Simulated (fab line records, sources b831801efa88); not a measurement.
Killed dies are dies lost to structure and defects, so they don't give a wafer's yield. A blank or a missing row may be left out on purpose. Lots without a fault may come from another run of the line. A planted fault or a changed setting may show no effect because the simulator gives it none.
Split-lot experiment | flow sfq_line | 5 lots, 23 wafers read, on a route of 325 steps

THE SPLIT
At SFQ_TRILAYER_M2_BARC_OPEN_METAL_ETCH_077 (etches BARC in O2, target depth 125 nm, time 41.7 s), the setting icp_w was moved away from the recipe's 600 W on 10 of the 23 wafers read, by -11.7% to +8.3%. The other wafers ran this setting at the recipe's value.

The reading is taken at the split's own step.

THE READING
KrF_of_TRILAYER_M2_LITHO_COAT_057.thk_nm (the simulator's own value, which no gauge read), in nm, at SFQ_TRILAYER_M2_BARC_OPEN_METAL_ETCH_077 (etches BARC in O2, target depth 125 nm, time 41.7 s). The file gives no usual value for it. The 13 wafers here that ran the recipe average 523.0 nm, standard deviation 1.2 nm.

wafer  | tool, chamber at the split | icp_w as run, W | against the recipe | KrF_of_TRILAYER_M2_LITHO_COAT_057.thk_nm, nm | against lot-mates on the recipe
L074.1 | rie_metal-03, 1            | 600             | recipe             | 522.4                                        | -
L074.5 | rie_metal-03, 1            | 600             | recipe             | 525.2                                        | -
L074.6 | rie_metal-03, 0            | 600             | recipe             | 523                                          | -
L076.1 | rie_metal-04, 0            | 529.9           | -11.7%             | 528.2                                        | +5.1
L076.2 | rie_metal-04, 1            | 600             | recipe             | 523                                          | -
L076.4 | rie_metal-04, 1            | 529.9           | -11.7%             | 530                                          | +6.9
L076.5 | rie_metal-04, 1            | 600             | recipe             | 523.4                                        | -
L076.6 | rie_metal-04, 0            | 600             | recipe             | 522.9                                        | -
L077.2 | rie_metal-04, 0            | 649.6           | +8.3%              | 518.4                                        | -4.8
L077.3 | rie_metal-04, 0            | 600             | recipe             | 524.2                                        | -
L077.4 | rie_metal-04, 1            | 600             | recipe             | 521.3                                        | -
L077.5 | rie_metal-04, 1            | 649.6           | +8.3%              | 517.6                                        | -5.6
L077.6 | rie_metal-04, 0            | 600             | recipe             | 524                                          | -
L081.1 | rie_metal-02, 0            | 531.3           | -11.5%             | 528.7                                        | +5.8
L081.2 | rie_metal-02, 1            | 600             | recipe             | 523.1                                        | -
L081.3 | rie_metal-02, 1            | 531.3           | -11.5%             | 527.8                                        | +4.8
L081.4 | rie_metal-02, 0            | 531.3           | -11.5%             | 528.1                                        | +5.1
L081.5 | rie_metal-02, 1            | 600             | recipe             | 522.8                                        | -
L083.1 | rie_metal-04, 0            | 600             | recipe             | 522.8                                        | -
L083.2 | rie_metal-04, 1            | 639.4           | +6.6%              | 517                                          | -4.6
L083.4 | rie_metal-04, 0            | 600             | recipe             | 520.4                                        | -
L083.5 | rie_metal-04, 1            | 639.4           | +6.6%              | 519                                          | -2.6
L083.6 | rie_metal-04, 0            | 639.4           | +6.6%              | 518                                          | -3.6

THE FIT
A straight line over all 23 wafers: KrF_of_TRILAYER_M2_LITHO_COAT_057.thk_nm changes by -0.548 nm for each +1% of icp_w; r = -0.95; the points scatter about the line by 1.2 nm.
The same after taking each lot's own level away (the mean of its wafers on the recipe; 23 wafers): -0.516 nm for each +1%; r = -0.96; scatter 0.96 nm.
On that fit, the largest move of icp_w shifts the reading by 6 nm.
The lots' own levels span 521.60 to 523.53 nm, that is 1.7 times the standard deviation above.
So the lot-to-lot level changes the slope little: the two slopes agree.
Check: with one of the wafers moved furthest among these (-11.7%) left out of the fit, the line predicts +5.98 nm for it against its lot-mates. It came out at +5.1 nm against them.

OTHER SPLITS ON THESE WAFERS
These wafers also went through other splits before the reading. Each is held against what the fit with the lots' levels taken away leaves over:
other split on the same wafers                  | wafers away from the commonest value | r with KrF_of_TRILAYER_M2_LITHO_COAT_057.thk_nm (lot level and that fit taken away)
SFQ_TRILAYER_I0_VIA_ETCH_VIA_ETCH_034 bias_w    | 5                                    | -0.09
SFQ_TRILAYER_M1_DEP_SPUTTER_037 time_s          | 8                                    | -0.05
SFQ_TRILAYER_M1_BARC_OPEN_METAL_ETCH_054 bias_w | 8                                    | +0.03
SFQ_TRILAYER_I1_VIA_LITHO_COAT_054 spin_rpm     | 7                                    | -0.06

THE FILE'S OWN FIT
KrF_of_TRILAYER_M2_LITHO_COAT_057.thk_nm changes by -0.519 nm for each +1% of icp_w, r = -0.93.
